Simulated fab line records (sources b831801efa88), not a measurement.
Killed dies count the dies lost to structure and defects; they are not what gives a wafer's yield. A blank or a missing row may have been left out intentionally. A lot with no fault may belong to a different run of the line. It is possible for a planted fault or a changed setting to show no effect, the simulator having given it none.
Matching of chambers	flow gf180mcu	GF_CONTACT_CMP_04 on cmp-02 has 4 sister chambers
The step polishes SiO2. 4 wafers are shown with their chamber, then 10 later ones without.

## EACH WAFER AND ITS CHAMBER
wafer	chamber	motor_current_A (A)
L325.1	1	12.3
L328.6	0	13.0
L330.1	2	10.4
L330.4	3	10.8

## WAFERS WITHOUT THEIR CHAMBER
wafer	motor_current_A (A)
L330.6	10.2
L331.1	12.9
L331.2	10.3
L331.3	12.1
L332.1	10.3
L332.4	10.3
L335.2	12.1
L335.4	12.8
L336.1	11.0
L336.4	12.5

## WHICH CHAMBER EACH WENT THROUGH
wafer	from the rows above	in truth
L330.6	2	2
L331.1	0	0
L331.2	2	2
L331.3	1	1
L332.1	2	2
L332.4	2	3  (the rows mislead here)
L335.2	1	1
L335.4	can't be placed: 0 or 1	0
L336.1	3	3
L336.4	can't be placed: 1 or 0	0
Placed correctly: 7 of 10. From these rows, 2 cannot be placed; in 2 the true chamber is one of the candidates. Wrongly placed: 1.
How it was worked out, from the rows above alone: a wafer's distance from a chamber is the root of the sum, over the readings, of the square of ((its reading less the chamber's mean) divided by the reading's scatter). If the next closest chamber is less than 2 further off than the closest, the wafer can't be placed; otherwise it belongs to the closest. The mean given for a chamber averages the wafers shown for that chamber. The scatter (one wafer shown for each chamber): square how far every hidden wafer sits from the nearest shown wafer, average those squares and take the square root.
